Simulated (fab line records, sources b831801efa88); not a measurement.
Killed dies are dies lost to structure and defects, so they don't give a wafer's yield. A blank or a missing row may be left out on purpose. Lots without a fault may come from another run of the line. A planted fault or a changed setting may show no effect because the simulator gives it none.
A struck lot beside a sound one | flow sfq_line | 19 steps out of a route of 325
Sound: wafers L516.3, L516.5, L516.6. Struck: wafers L528.2, L528.4, L528.5. The cause comes at the end.
At each step with rows: each side's tool, then ch and its chambers, then its first start. Under that, the readings that differ: sound wafers | struck wafers | difference of the means | sigmas: that difference in standard deviations of wafers without a fault.
alike: readings whose means differ by less than 2 such deviations, and words and numbers that are the same on both sides. not compared: withheld readings, readings that some wafer has no value for, bounds like >300 that may hide the same value, and numbers for which the record gives no deviation and whose values overlap.
The two part at a step that has a row with sigmas, a row that says differs or no value, or rows on one side only. Numbers that don't overlap but have no deviation are shown without sigmas and don't part them. A reading that every wafer of one side lacks parts them only if that side has two wafers or more.

first, 3 steps without rows for these wafers: SFQ_TRILAYER_R5_LITHO_EXPOSE_137 (exposes mask R5, target cd 500 nm); SFQ_TRILAYER_R5_LITHO_PEB_139 (peb time 60 s); SFQ_TRILAYER_R5_LITHO_DEVELOP_138 (time 60 s).
SFQ_R5_OVL_MEAS_935:
  sound on overlay-02, day 66 13:20; struck on overlay-01, day 70 06:22
  alike: R5_OVL
SFQ_TRILAYER_R5_BARC_OPEN_METAL_ETCH_177: etches BARC in O2, target depth 125 nm, time 41.7 s.
  sound on rie_metal-03 ch 0,1, day 66 13:22; struck on rie_metal-04 ch 0,1, day 70 06:24
  alike: drypump_motor_current_A, oes_product_au
  not compared: rf_hours_counter_h
SFQ_TRILAYER_R5_ETCH_METAL_ETCH_139: etches the open film in Cl2, stops on SiO2, target depth 60 nm, time 40 s.
  sound on rie_metal-03 ch 0,1, day 66 13:26; struck on rie_metal-04 ch 0,1, day 70 06:28
  alike: drypump_motor_current_A, oes_product_au
  not compared: rf_hours_counter_h
SFQ_TRILAYER_R5_STRIP_STRIP_140: strips in O2.
  sound on rie_metal-03 ch 0,1, day 66 13:40; struck on rie_metal-04 ch 0,1, day 70 06:31
  alike: drypump_motor_current_A, oes_product_au
  not compared: rf_hours_counter_h
then, 1 step without rows for these wafers: SFQ_TRILAYER_R5_STRIP_SOLV_CLEAN_141 (cleans in NMP, time 600 s).
SFQ_TRILAYER_A5C_DEP_PECVD_142: deposits SiO2 from SiH4/N2O, time 15.556 s, target thk 70 nm.
  sound on pecvd-03 ch 0,1,2, day 66 14:15; struck on pecvd-02 ch 0,1, day 70 07:18
  alike: heater_power_w, throttle_valve_pct
then, 3 steps without rows for these wafers: SFQ_TRILAYER_I5_LITHO_COAT_149 (resist thk 62 nm); SFQ_TRILAYER_I5_LITHO_COAT_144 (resist thk 650 nm); SFQ_TRILAYER_I5_LITHO_SOFTBAKE_148.
-- the record jumps here: 5 days lie between the struck wafers' starts before and after --
SFQ_TRILAYER_I5_LITHO_EXPOSE_145: exposes mask I5, target cd 700 nm.
  sound on krf_scanner-01 ch 0, day 66 15:25; struck on krf_scanner-01 ch 0, day 75 00:16
  alike: mask
then, 2 steps without rows for these wafers: SFQ_TRILAYER_I5_LITHO_PEB_147 (peb time 60 s); SFQ_TRILAYER_I5_LITHO_DEVELOP_146 (time 60 s).
SFQ_I5_OVL_MEAS_936:
  sound on overlay-02, day 66 16:32; struck on overlay-02, day 75 01:34
  alike: I5_OVL
SFQ_TRILAYER_I5_BARC_OPEN_VIA_ETCH_200: etches BARC in O2, target depth 125 nm, time 41.7 s.
  sound on rie_diel-04 ch 1,3, day 66 16:34; struck on rie_diel-01 ch 0,2,3, day 75 01:35
  reading             | sound             | struck          | difference | sigmas
  model.I5.cd_nm (nm) | 699.5 699.2 700.4 | 704 712.9 707.3 | +8         |
  alike: drypump_motor_current_A, oes_product_au
  not compared: rf_hours_counter_h
SFQ_TRILAYER_I5_ETCH_VIA_ETCH_147: etches the open film in CHF3, stops on Nb, target depth 360 nm.
  sound on rie_diel-04 ch 1,3, day 66 16:36; struck on rie_diel-01 ch 0,2,3, day 75 01:38
  reading             | sound           | struck            | difference | sigmas
  model.I5.cd_nm (nm) | 702.2 700.9 703 | 705.4 712.7 706.7 | +6.2       |
  alike: drypump_motor_current_A, oes_product_au
SFQ_TRILAYER_I5_STRIP_STRIP_148: strips in O2.
  sound on rie_metal-03 ch 0,1, day 66 16:57; struck on rie_metal-04 ch 0,1, day 75 01:47
  alike: drypump_motor_current_A, oes_product_au
  not compared: rf_hours_counter_h

WHERE THEY PART
Nowhere in this record.

WHY: what the simulator had put in
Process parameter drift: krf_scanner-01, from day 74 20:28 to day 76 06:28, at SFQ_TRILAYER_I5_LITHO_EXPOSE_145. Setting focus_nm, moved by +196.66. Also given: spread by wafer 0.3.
